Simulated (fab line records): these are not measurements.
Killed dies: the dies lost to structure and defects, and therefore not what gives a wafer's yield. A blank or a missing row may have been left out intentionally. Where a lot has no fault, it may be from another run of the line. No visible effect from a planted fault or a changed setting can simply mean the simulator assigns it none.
Which of the tools did it?    flow gf180mcu    Sampling: 11 lots, 33 wafers, 3 of 602 route steps

## WHAT EACH GAUGE READ, for each wafer
GF_V2_RS_MEAS_24: measurement is done with a four-point probe.
lot   measured      on             V2_W_RS (ohm/sq)
L125  day 20 17:20  film-metro-04  0.324 0.324 0.331
L127  day 21 04:44  film-metro-02  0.332 0.332 0.332
L126  day 21 10:49  film-metro-02  0.319 0.325 0.326
L133  day 22 22:59  film-metro-04  0.833 0.840 0.827
L132  day 23 00:18  film-metro-01  0.849 0.834 0.838
L135  day 24 04:34  film-metro-04  0.328 0.328 0.330
L144  day 26 21:55  film-metro-04  0.332 0.333 0.336
L145  day 27 05:35  film-metro-02  0.334 0.324 0.323
L146  day 27 07:08  film-metro-04  0.325 0.327 0.326
L147  day 27 16:02  film-metro-01  0.322 0.332 0.320
L148  day 27 20:52  film-metro-01  0.327 0.328 0.329

## WHICH TOOL RAN EACH LOT (tool, then ch and the chambers of the sampled wafers, then the start)
lot   GF_V2_STRIP_18                        GF_V2_CVD_23
L125  plasma-asher-03 ch 0,1, day 20 16:15  cvd-w-02 ch 0,1, day 20 17:13
L127  plasma-asher-04 ch 0,1, day 21 03:58  cvd-w-01 ch 0,1, day 21 04:37
L126  plasma-asher-03 ch 0,1, day 21 09:34  cvd-w-02 ch 1, day 21 10:36
L133  plasma-asher-03 ch 0,1, day 22 22:14  cvd-w-01 ch 0,1, day 22 22:52
L132  plasma-asher-03 ch 0,1, day 22 23:32  cvd-w-01 ch 0,1, day 23 00:11
L135  plasma-asher-04 ch 0, day 24 03:43    cvd-w-02 ch 0,1, day 24 04:26
L144  plasma-asher-03 ch 0,1, day 26 21:10  cvd-w-01 ch 0,1, day 26 21:49
L145  plasma-asher-03 ch 0,1, day 27 04:49  cvd-w-02 ch 0,1, day 27 05:26
L146  plasma-asher-03 ch 0,1, day 27 06:22  cvd-w-01 ch 0, day 27 07:01
L147  plasma-asher-03 ch 0,1, day 27 15:17  cvd-w-02 ch 0,1, day 27 15:56
L148  plasma-asher-03 ch 0,1, day 27 20:07  cvd-w-01 ch 0,1, day 27 20:44
- GF_V2_STRIP_18: strips in O2/N2.
- GF_V2_CVD_23: deposits W, target thk 350 nm, time 104.94 s.

## THE ANSWER, worked out from the rows above alone
Rule: the usual values come from the lots themselves. Put in order of their means at a reading, lots are off if they are a third of the lots or fewer, leave a main group of 4 or more, and stand apart from it by a gap of 3 or more times the standard deviation of the main group's means; of several such gaps the widest counts. A main group whose means are all the same, to the digits that the tables above print for the reading, isn't used. A lot without any number at a reading at which 4 lots or more have one is off too. Where the step has rows for the other lots, those lots are counted as sound.
Off: L133, L132, seen at GF_V2_RS_MEAS_24 (V2_W_RS). Mean 0.328 ohm/sq and standard deviation 0.0031 in the main group.
A tool fits if, at a process step before that reading, it ran every lot that is off, and no sound lot after the first of them. Gauges at GF_V2_RS_MEAS_24: tried the same way as those tools. No candidate that was tried fits.

## WHAT THE SIMULATOR HAD INSERTED
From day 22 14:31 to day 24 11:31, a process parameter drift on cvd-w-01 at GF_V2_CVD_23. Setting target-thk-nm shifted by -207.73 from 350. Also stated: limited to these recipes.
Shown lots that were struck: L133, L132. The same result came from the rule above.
